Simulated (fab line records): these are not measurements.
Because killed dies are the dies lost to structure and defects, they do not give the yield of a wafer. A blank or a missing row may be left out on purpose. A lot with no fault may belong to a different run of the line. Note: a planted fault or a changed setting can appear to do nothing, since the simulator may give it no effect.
A lot that was struck, set against a sound lot || flow sky130 || 15 out of 708 route steps
Sound: these wafers, L971.1, L971.3, L971.5. Struck: wafer L972.6 (left out: L972.1, L972.3 of the same lot, which were not struck); the cause appears at the end.
Per side, at each step with rows, come the tool, then ch with its chambers, and then its first start. Under that, the readings that differ: sound wafers || struck wafers || difference of the means || sigmas: that difference in standard deviations of wafers without a fault.
alike: readings whose means differ by less than 2 such deviations, and words and numbers that are the same on both sides. not compared: withheld readings, readings that some wafer has no value for, bounds like >300 that may hide the same value, and numbers for which the record gives no deviation and whose values overlap.
A row with sigmas, a row that says differs or no value, or rows on one side alone: a step with any of these is where the two part. Numbers that don't overlap but have no deviation are shown without sigmas and don't part them. A reading that every wafer of one side lacks parts them only if that side has two wafers or more.

first, 8 steps without rows for these wafers: SKY_METAL3_DEHYDRATE_05 (time 60 s); SKY_METAL3_HMDS_06 (prime time 60 s); SKY_METAL3_COAT_07 (resist thk 60 nm); SKY_METAL3_COAT_08 (resist thk 1140 nm); SKY_METAL3_SOFTBAKE_09 (time 90 s); SKY_METAL3_EXPOSE_10 (exposes mask MM3, target cd 300 nm); SKY_METAL3_PEB_11; SKY_METAL3_DEVELOP_12 (develop time 60 s).
SKY_METAL3_CD_MEAS_13: the cd target is 300 nm.
  struck on cdSem-01, day 39 21:38; sound on cdSem-01, day 39 20:41
  alike: cdNm
SKY_METAL3_OVL_MEAS_14:
  struck on overlay-01, day 39 21:45; sound on overlay-01, day 39 20:48
  alike: METAL3_OVL
SKY_METAL3_DESCUM_15: chemistry O2, time 8 s.
  sound on rieMetal-03 ch 1, day 39 20:50; struck on rieMetal-03 ch 1, day 39 21:47
  alike: drypumpMotorCurrentA, oesProductAu
  not compared: rfHoursCounterH
SKY_METAL3_ETCH_16: etches BARC in N2/H2, stops on SiO2, time 88.2 s, target depth 60 nm.
  sound on rieMetal-03 ch 1, day 39 20:52; struck on rieMetal-03 ch 1, day 39 21:49
  alike: drypumpMotorCurrentA, oesProductAu, throttleValvePct
  not compared: rfHoursCounterH
SKY_METAL3_ETCH_17: etches SiO2 in C4F8/O2/Ar, stops on TiN, time 3.9 s, target depth 15 nm.
  sound on rieDiel-02 ch 1,2, day 39 20:58; struck on rieDiel-01 ch 3, day 39 21:55
  alike: oesProductAu
  not compared: model.TiN_of_METAL3_SPUTTER_04.thkNm
SKY_METAL3_METAL_ETCH_18: etches the open film in Cl2/BCl3, stops on SiO2, target depth 845 nm, time 183.1 s.
  sound on rieMetal-04 ch 0, day 39 20:59; struck on rieMetal-04 ch 0, day 39 21:56
  alike: drypumpMotorCurrentA, mfcCl2Sccm, oesProductAu, throttleValvePct
  not compared: rfHoursCounterH
-- the record jumps here: 7 days lie between the struck wafers' starts before and after (it left off in module METAL3 and takes up again in module PAD_OPEN, whose first step shown is number 708 of the route) --
SKY_PAD_OPEN_PROBE_99:
  struck on prober-02, day 46 22:37; sound on prober-01, day 46 21:53
{"reading": "killedAtOther", "sound": "0 0 0", "struck": 1, "difference": "+1", "sigmas": "+2"}
  alike: defectLimitedYield, killed_at_M0_to_M3, killed_at_M4_up, killedAtContacts, killedAtFrontEnd, killedDies, killedOpen, killedShort, sort_bin_3_pad_short, sort_bin_5_function, sort_bin_6_memory, sortNPass, sortYieldPct

## WHERE THEY PART
Only at SKY_PAD_OPEN_PROBE_99, as far as this record shows.

WHY: what had been put in by the simulator
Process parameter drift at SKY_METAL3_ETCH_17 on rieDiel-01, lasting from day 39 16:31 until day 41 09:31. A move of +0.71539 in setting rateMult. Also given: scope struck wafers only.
